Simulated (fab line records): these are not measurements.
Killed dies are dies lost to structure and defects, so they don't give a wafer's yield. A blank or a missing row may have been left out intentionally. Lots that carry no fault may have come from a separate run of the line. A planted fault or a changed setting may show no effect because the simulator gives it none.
Which tool was responsible?	flow gf180mcu	13 lots with 39 wafers sampled at 5 steps, on a route of 602 steps

== WHAT THE GAUGES READ, wafer by wafer ==
GF_VT_IMPLANT_RS_MEAS_48: measurement is done with a four-point probe. Usual: LVPWELL_RS typically reads 1195 ohm/sq, with standard deviation 3.3.
lot	measured	on	LVPWELL_RS (ohm/sq)	flag
L107	day 8 06:33	film metro-04	1189 1192 1189	
L109	day 8 18:06	film metro-04	1197 1196 1196	
L108	day 8 19:35	film metro-03	1193 1189 1191	
L111	day 9 04:11	film metro-04	1190 1189 1196	
L112	day 9 18:08	film metro-03	1198 1198 1194	
L114	day 10 04:35	film metro-04	1200 1203 1202	
L118	day 11 05:36	film metro-04	1190 1194 1194	
L119	day 11 10:16	film metro-03	1191 1191 1194	
L120	day 11 17:20	film metro-04	1197 1195 1195	
L126	day 13 11:57	film metro-01	1194 1192 1196	
L127	day 13 20:11	film metro-03	1198 1195 1198	
L128	day 14 01:22	film metro-03	1197 1199 1198	
L129	day 14 10:43	film metro-01	1188 1187 1186	

GF_HV_LDD_TW_MEAS_23. Usual: HV_LDD_2_TW typically reads 1059, with standard deviation 12.
lot	measured	on	HV_LDD_2_TW	flag
L107	day 11 13:52	film metro-01	1064 1072 1066	
L109	day 12 03:34	film metro-01	1070 1066 1066	
L108	day 12 06:02	film metro-04	1071 1073 1066	
L111	day 12 18:08	film metro-03	1048 1047 1056	
L112	day 13 05:07	film metro-03	1046 1050 1048	
L114	day 13 21:43	film metro-04	1065 1077 1069	
L118	day 14 23:22	film metro-04	1062 1064 1064	
L119	day 15 03:40	film metro-01	1069 1070 1063	
L120	day 15 11:54	film metro-01	1067 1073 1063	
L126	day 17 14:17	film metro-03	1046 1042 1037	
L127	day 18 00:14	film metro-03	1038 1041 1040	
L128	day 18 05:20	film metro-01	1071 1068 1068	
L129	day 18 13:41	film metro-03	1036 1037 1034	

GF_HV_LDD_RS_MEAS_53: measurement is done with a four-point probe. Usual: HV_LDD_RS typically reads 417.6 ohm/sq, with standard deviation 1.
lot	measured	on	HV_LDD_RS (ohm/sq)	flag
L107	day 13 06:18	film metro-04	417.7 417.5 416.7	
L109	day 13 21:07	film metro-03	418.8 417.5 417.8	
L108	day 13 23:32	film metro-01	417.8 415.2 416.8	
L111	day 14 11:47	film metro-03	418.6 418.7 418.5	
L112	day 15 00:46	film metro-03	418.2 418.1 418.8	
L114	day 15 18:56	film metro-03	418.5 417.9 417.6	
L118	day 16 21:26	film metro-04	417.4 417.6 417.1	
L119	day 17 01:16	film metro-04	420.8 421.8 422.4	OFF
L120	day 17 10:24	film metro-04	421.7 420.8 421.2	OFF
L126	day 19 15:56	film metro-04	416.7 416.3 417.0	
L127	day 20 02:49	film metro-04	416.3 417.1 415.3	
L128	day 20 07:17	film metro-01	417.6 417.1 416.7	
L129	day 20 16:47	film metro-01	415.3 416.5 416.8	

== WHICH TOOL RAN EACH LOT (tool, then ch and the chambers of the sampled wafers, then the start) ==
lot	GF_POLY_GATE_STRIP_14	GF_HV_LDD_IMPLANT_33
L107	plasma asher-01 ch 0,1, day 9 22:46	implanter-02 ch 0, day 12 09:46
L109	plasma asher-04 ch 0,1, day 10 11:51	implanter-01 ch 0, day 12 23:28
L108	plasma asher-04 ch 0,1, day 10 13:42	implanter-01 ch 0, day 13 01:31
L111	plasma asher-04 ch 0,1, day 11 00:55	implanter-01 ch 0, day 13 14:13
L112	plasma asher-01 ch 0,1, day 11 12:26	implanter-04 ch 0, day 14 02:17
L114	plasma asher-04 ch 0,1, day 12 02:27	implanter-04 ch 0, day 14 18:37
L118	plasma asher-01 ch 0,1, day 13 02:46	implanter-01 ch 0, day 15 21:22
L119	plasma asher-01 ch 0,1, day 13 06:07	implanter-04 ch 0, day 16 01:29
L120	plasma asher-01 ch 0,1, day 13 14:28	implanter-04 ch 0, day 16 09:40
L126	plasma asher-04 ch 0,1, day 15 13:18	implanter-02 ch 0, day 18 13:40
L127	plasma asher-01 ch 0,1, day 15 22:48	implanter-01 ch 0, day 19 00:37
L128	plasma asher-04 ch 0,1, day 16 03:23	implanter-01 ch 0, day 19 05:49
L129	plasma asher-01 ch 1, day 16 12:25	implanter-01 ch 0, day 19 14:53
- GF_POLY_GATE_STRIP_14: strips in O2/N2.
- GF_HV_LDD_IMPLANT_33

== AS READ BY THE TOOLS THEMSELVES (means over the sampled wafers that have a number; for cases with no such wafer, the mark the record gives instead) ==
GF_POLY_GATE_STRIP_14. Usual: drypump motor current A 5.62 A, standard deviation 0.29; heater power w 344 W, standard deviation 27; o2 flow sccm 3000 sccm, standard deviation 8.8; oes product au 0.505 a.u., standard deviation 0.0046.
lot	tool	drypump motor current A (A)	heater power w (W)	o2 flow sccm (sccm)	oes product au (a.u.)	flag
L107	plasma asher-01	5.84	318	3000	0.508	
L109	plasma asher-04	5.24	369	2996	0.509	
L108	plasma asher-04	5.43	380	2996	0.505	
L111	plasma asher-04	5.44	373	2995	0.506	
L112	plasma asher-01	5.83	326	2994	0.507	
L114	plasma asher-04	5.45	379	2997	0.500	
L118	plasma asher-01	5.79	335	2992	0.506	
L119	plasma asher-01	5.78	338	3011	0.506	
L120	plasma asher-01	5.79	336	3001	0.509	
L126	plasma asher-04	5.43	374	2989	0.507	
L127	plasma asher-01	5.84	325	3006	0.506	
L128	plasma asher-04	5.28	366	3003	0.506	
L129	plasma asher-01	5.74	353	3006	0.504	

GF_HV_LDD_IMPLANT_33. Usual: beam energy keV 59.996, standard deviation 0.017; beam on s 10.00 s, standard deviation 0.21; faraday current uA 42.3, standard deviation 0.89.
lot	tool	beam energy keV	beam on s (s)	faraday current uA	flag
L107	implanter-02	59.989	9.91	42.6	
L109	implanter-01	60.004	9.99	42.2	
L108	implanter-01	59.984	9.79	43.2	
L111	implanter-01	60.003	9.90	42.7	
L112	implanter-04	59.999	9.95	42.5	
L114	implanter-04	59.975	10.00	42.4	
L118	implanter-01	60.006	9.93	42.7	
L119	implanter-04	59.992	8.26	51.2	OFF
L120	implanter-04	60.015	8.21	51.4	OFF
L126	implanter-02	60.006	10.03	42.1	
L127	implanter-01	60.007	9.99	42.2	
L128	implanter-01	60.004	9.80	43.3	
L129	implanter-01	59.998	10.05	42.2	

== THE ANSWER, worked out from the rows above alone ==
Rule: lot off if the mean of its wafers having a number is beyond 3 standard deviations from the usual mean. Also off: a lot with no number at a reading for which 4 or more lots have one. The other lots that the step has rows for count as sound. Order of review: gauges by route order, followed by the tools' own readings, for which a lot's mean as printed above is used. At the first step where some lot is off, the reading lying furthest off is the one used; lots without a number count as furthest.
Off: at GF_HV_LDD_RS_MEAS_53 (HV_LDD_RS), L119, L120.
If a tool, at a process step before that reading, ran all the lots that are off and no sound lot after the first of them, it fits. Not tried: the gauges at GF_HV_LDD_RS_MEAS_53; whatever is off there is also off at GF_HV_LDD_IMPLANT_33, on other tools, and gauge error can't account for it. One fits: GF_HV_LDD_IMPLANT_33 on implanter-04. Its last sound lot is L114 (day 14 18:37), its first lot that is off L119 (day 16 01:29): a fault that began between those two fits.
The tool's own readings at GF_HV_LDD_IMPLANT_33 bear it out: on the lots that are off they differ by more than 5 times the standard deviation of the sound lots' means. beam on s reads 8.23 s there against 9.94 s on the sound lots; faraday current uA reads 51.3 there against 42.6 on the sound lots.

== WHAT THE SIMULATOR HAD PUT IN ==
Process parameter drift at GF_HV_LDD_IMPLANT_33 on implanter-04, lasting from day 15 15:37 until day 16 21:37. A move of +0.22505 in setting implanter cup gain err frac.
Lots struck among those shown: L119, L120. The rule given above showed the same thing.
